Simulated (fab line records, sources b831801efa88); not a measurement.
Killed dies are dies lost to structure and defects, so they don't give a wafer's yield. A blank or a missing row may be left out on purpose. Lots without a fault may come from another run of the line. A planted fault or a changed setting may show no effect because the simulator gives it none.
Which tool did it? | flow sky130 | 15 lots, 44 wafers sampled, at 6 steps of a route of 708

WHAT THE GAUGES READ, wafer by wafer
SKY_POLY_CUT_OVL_MEAS_09.
lot  | measured     | on         | POLY_CUT_OVL (nm)
L540 | day 23 17:31 | overlay-01 | -1 -3 0
L541 | day 25 00:46 | overlay-02 | -4 -1 1
L542 | day 25 19:46 | overlay-02 | -11 -8 -11
L543 | day 26 05:48 | overlay-02 | -5 -7 -8
L544 | day 27 02:10 | overlay-02 | -2 -5 -4
L547 | day 27 05:03 | overlay-02 | -1 -3 -5
L546 | day 27 05:15 | overlay-02 | -5 -4 -4
L549 | day 27 08:36 | overlay-01 | 3 -1 -2
L552 | day 28 15:22 | overlay-01 | 6 3 2
L553 | day 28 23:39 | overlay-01 | 1 -6 -4
L555 | day 29 11:49 | overlay-02 | -7 4 -6
L557 | day 30 03:23 | overlay-02 | 3 10
L560 | day 31 15:48 | overlay-02 | -1 0 -7
L562 | day 31 17:46 | overlay-02 | -5 -2 -13
L563 | day 32 09:49 | overlay-01 | -1 -8 -2

SKY_RES_XHIGH_TW_MEAS_09.
lot  | measured     | on            | RES_XHIGH_TW
L540 | day 26 05:35 | film_metro-02 | 1637 1624 1635
L541 | day 27 13:16 | film_metro-01 | 1672 1669 1668
L542 | day 28 06:50 | film_metro-01 | 1661 1661 1668
L543 | day 28 15:32 | film_metro-03 | 1647 1647 1653
L544 | day 29 11:06 | film_metro-03 | 1632 1640 1641
L547 | day 29 14:14 | film_metro-01 | 1673 1672 1671
L546 | day 29 15:02 | film_metro-03 | 1635 1645 1637
L549 | day 29 17:32 | film_metro-01 | 1675 1676 1675
L552 | day 30 22:59 | film_metro-03 | 1644 1648 1635
L553 | day 31 08:50 | film_metro-01 | 1655 1663 1661
L555 | day 31 19:29 | film_metro-03 | 1638 1634 1642
L557 | day 32 11:22 | film_metro-02 | 1644 1637
L560 | day 33 22:44 | film_metro-02 | 30 30 30
L562 | day 33 23:46 | film_metro-01 | 30 30 30
L563 | day 34 15:18 | film_metro-03 | 30 30 30

SKY_LI_CONTACT_BOW_MEAS_03.
lot  | measured     | on            | LI_CONTACT_BOW (um)
L540 | day 27 12:19 | film_metro-01 | 51 57 50
L541 | day 28 19:52 | film_metro-03 | 55 72 60
L542 | day 29 12:27 | film_metro-02 | 60 51 60
L543 | day 29 21:07 | film_metro-02 | 51 57 70
L544 | day 30 16:31 | film_metro-01 | 55 61 48
L547 | day 30 19:07 | film_metro-02 | 48 39 49
L546 | day 30 20:40 | film_metro-03 | 45 51 45
L549 | day 30 22:32 | film_metro-01 | 58 47 56
L552 | day 32 02:41 | film_metro-01 | 43 53 53
L553 | day 32 13:22 | film_metro-03 | 49 46 59
L555 | day 32 23:58 | film_metro-01 | 49 62 56
L557 | day 33 14:50 | film_metro-03 | 51 60
L560 | day 35 03:04 | film_metro-01 | 54 61 56
L562 | day 35 04:17 | film_metro-02 | 57 55 56
L563 | day 35 18:54 | film_metro-01 | 49 53 64

WHICH TOOL RAN EACH LOT (tool, then ch and the chambers of the sampled wafers, then the start)
lot  | SKY_LDD_P_STRIP_10                   | SKY_SD_P_STRIP_10                    | SKY_RES_XHIGH_STRIP_08
L540 | plasma_asher-03 ch 0,1, day 18 12:59 | plasma_asher-01 ch 0,1, day 24 23:23 | plasma_asher-01 ch 1, day 26 05:29
L541 | plasma_asher-03 ch 0,1, day 19 05:46 | plasma_asher-01 ch 0,1, day 26 07:20 | plasma_asher-01 ch 0,1, day 27 13:10
L542 | plasma_asher-04 ch 0,1, day 20 15:29 | plasma_asher-04 ch 0,1, day 27 01:23 | plasma_asher-03 ch 0,1, day 28 06:44
L543 | plasma_asher-03 ch 0,1, day 21 03:05 | plasma_asher-04 ch 0,1, day 27 10:51 | plasma_asher-04 ch 0,1, day 28 15:26
L544 | plasma_asher-03 ch 0,1, day 21 23:34 | plasma_asher-02 ch 0,1, day 28 07:17 | plasma_asher-01 ch 0,1, day 29 11:01
L547 | plasma_asher-03 ch 0,1, day 22 01:53 | plasma_asher-02 ch 0,1, day 28 09:21 | plasma_asher-03 ch 0,1, day 29 14:08
L546 | plasma_asher-02 ch 0,1, day 22 03:47 | plasma_asher-02 ch 0,1, day 28 10:05 | plasma_asher-01 ch 0,1, day 29 14:56
L549 | plasma_asher-03 ch 0,1, day 22 08:20 | plasma_asher-02 ch 0,1, day 28 12:51 | plasma_asher-01 ch 0,1, day 29 17:26
L552 | plasma_asher-03 ch 0,1, day 23 17:21 | plasma_asher-02 ch 0,1, day 29 19:32 | plasma_asher-04 ch 0,1, day 30 22:53
L553 | plasma_asher-02 ch 0,1, day 23 23:36 | plasma_asher-01 ch 0,1, day 30 04:30 | plasma_asher-03 ch 0,1, day 31 08:44
L555 | plasma_asher-02 ch 1, day 24 12:35   | plasma_asher-01 ch 1, day 30 15:51   | plasma_asher-01 ch 0,1, day 31 19:23
L557 | plasma_asher-04 ch 1, day 25 04:19   | plasma_asher-02 ch 0,1, day 31 08:01 | plasma_asher-01 ch 0,1, day 32 11:16
L560 | plasma_asher-04 ch 0,1, day 26 19:54 | plasma_asher-02 ch 1, day 32 19:30   | plasma_asher-03 ch 0,1, day 33 22:38
L562 | plasma_asher-02 ch 0,1, day 27 00:05 | plasma_asher-04 ch 0,1, day 32 20:58 | plasma_asher-01 ch 0,1, day 33 23:40
L563 | plasma_asher-03 ch 0, day 27 17:09   | plasma_asher-01 ch 1, day 33 12:48   | plasma_asher-03 ch 0,1, day 34 15:11
- SKY_LDD_P_STRIP_10: strips in O2/N2.
- SKY_SD_P_STRIP_10: strips in O2/N2.
- SKY_RES_XHIGH_STRIP_08: strips in O2/N2.

WHAT THE TOOLS THEMSELVES READ (means of the sampled wafers that have a number; where no wafer has one, the mark that the record gives instead)
SKY_LDD_P_STRIP_10.
lot  | tool            | chamber_pressure_mTorr (mTorr) | drypump_motor_current_A (A) | oes_product_au (a.u.) | strip_time_to_endpoint_s (s)
L540 | plasma_asher-03 | 1498.6                         | 6.1                         | 0.719                 | 14.21
L541 | plasma_asher-03 | 1500.0                         | 5.9                         | 0.716                 | 14.16
L542 | plasma_asher-04 | 1501.1                         | 5.8                         | 0.719                 | 14.21
L543 | plasma_asher-03 | 1499.3                         | 5.9                         | 0.717                 | 14.16
L544 | plasma_asher-03 | 1499.1                         | 5.9                         | 0.716                 | 14.19
L547 | plasma_asher-03 | 1500.0                         | 6.1                         | 0.717                 | 14.17
L546 | plasma_asher-02 | 1499.5                         | 5.4                         | 0.716                 | 14.20
L549 | plasma_asher-03 | 1501.0                         | 6.1                         | 0.713                 | 14.13
L552 | plasma_asher-03 | 1500.5                         | 5.9                         | 0.712                 | 14.10
L553 | plasma_asher-02 | 1501.0                         | 5.6                         | 0.716                 | 14.24
L555 | plasma_asher-02 | 1499.3                         | 5.9                         | 0.718                 | 14.18
L557 | plasma_asher-04 | 1498.8                         | 4.8                         | 0.716                 | 14.14
L560 | plasma_asher-04 | 1497.9                         | 5.8                         | 0.720                 | 14.15
L562 | plasma_asher-02 | 1499.1                         | 5.3                         | 0.717                 | 14.16
L563 | plasma_asher-03 | 1500.5                         | 6.2                         | 0.717                 | 14.19

SKY_SD_P_STRIP_10.
lot  | tool            | chamber_pressure_mTorr (mTorr) | drypump_motor_current_A (A) | oes_product_au (a.u.) | strip_time_to_endpoint_s (s)
L540 | plasma_asher-01 | 1499.5                         | 5.8                         | 0.619                 | 17.43
L541 | plasma_asher-01 | 1500.0                         | 5.8                         | 0.621                 | 17.41
L542 | plasma_asher-04 | 1500.7                         | 5.8                         | 0.617                 | 17.37
L543 | plasma_asher-04 | 1498.7                         | 5.3                         | 0.617                 | 17.43
L544 | plasma_asher-02 | 1499.4                         | 5.6                         | 0.616                 | 17.45
L547 | plasma_asher-02 | 1500.4                         | 5.4                         | 0.616                 | 17.46
L546 | plasma_asher-02 | 1499.3                         | 5.6                         | 0.620                 | 17.33
L549 | plasma_asher-02 | 1499.1                         | 5.6                         | 0.610                 | 17.38
L552 | plasma_asher-02 | 1501.4                         | 5.4                         | 0.619                 | 17.45
L553 | plasma_asher-01 | 1499.2                         | 5.7                         | 0.616                 | 17.41
L555 | plasma_asher-01 | 1499.5                         | 5.8                         | 0.621                 | 17.42
L557 | plasma_asher-02 | 1499.8                         | 5.5                         | 0.615                 | 17.44
L560 | plasma_asher-02 | -                              | -                           | -                     | -
L562 | plasma_asher-04 | -                              | -                           | -                     | -
L563 | plasma_asher-01 | -                              | -                           | -                     | -

SKY_RES_XHIGH_STRIP_08.
lot  | tool            | chamber_pressure_mTorr (mTorr) | drypump_motor_current_A (A) | oes_product_au (a.u.) | strip_time_to_endpoint_s (s)
L540 | plasma_asher-01 | 1500.9                         | 5.9                         | 0.709                 | 14.28
L541 | plasma_asher-01 | 1500.4                         | 5.7                         | 0.714                 | 14.23
L542 | plasma_asher-03 | 1500.1                         | 5.9                         | 0.709                 | 14.29
L543 | plasma_asher-04 | 1500.9                         | 5.8                         | 0.709                 | 14.27
L544 | plasma_asher-01 | 1498.6                         | 5.8                         | 0.707                 | 14.28
L547 | plasma_asher-03 | 1500.1                         | 5.9                         | 0.708                 | 14.19
L546 | plasma_asher-01 | 1500.5                         | 5.7                         | 0.713                 | 14.32
L549 | plasma_asher-01 | 1500.2                         | 5.7                         | 0.710                 | 14.29
L552 | plasma_asher-04 | 1500.3                         | 5.3                         | 0.712                 | 14.22
L553 | plasma_asher-03 | 1497.5                         | 6.1                         | 0.712                 | 14.25
L555 | plasma_asher-01 | 1499.3                         | 5.8                         | 0.713                 | 14.23
L557 | plasma_asher-01 | 1500.7                         | 5.7                         | 0.707                 | 14.30
L560 | plasma_asher-03 | 1499.8                         | 5.9                         | 0.719                 | 31.41
L562 | plasma_asher-01 | 1501.2                         | 5.7                         | 0.719                 | 31.41
L563 | plasma_asher-03 | 1499.0                         | 5.9                         | 0.719                 | 31.33

THE ANSWER, worked out from the rows above alone
Rule: what is usual is taken from the lots themselves. Put in order of their means at a reading, lots are off if they are a third of the lots or fewer, leave a main group of 4 or more, and stand apart from it by a gap of 3 or more times the standard deviation of the main group's means; of several such gaps the widest counts. A main group whose means are all the same, to the digits that the tables above print for the reading, isn't used. A lot without any number at a reading at which 4 lots or more have one is off too. The other lots that the step has rows for count as sound. The gauges are gone through in route order, then the tools' own readings, and for those a lot's mean is taken as printed above. The first step at which some lot is off is used, and at that step the reading that is off furthest; a lot without a number counts as furthest.
Off: L560, L562, L563, at SKY_RES_XHIGH_TW_MEAS_09 (RES_XHIGH_TW). The main group: mean 1652, standard deviation 15.
A tool fits if, at a process step before that reading, it ran every lot that is off, and no sound lot after the first of them. The gauges at SKY_RES_XHIGH_TW_MEAS_09 aren't tried: what is off there is off at SKY_SD_P_STRIP_10 too, on other tools, and a gauge's error can't cause that. None of those tried fits.

WHAT THE SIMULATOR HAD PUT IN
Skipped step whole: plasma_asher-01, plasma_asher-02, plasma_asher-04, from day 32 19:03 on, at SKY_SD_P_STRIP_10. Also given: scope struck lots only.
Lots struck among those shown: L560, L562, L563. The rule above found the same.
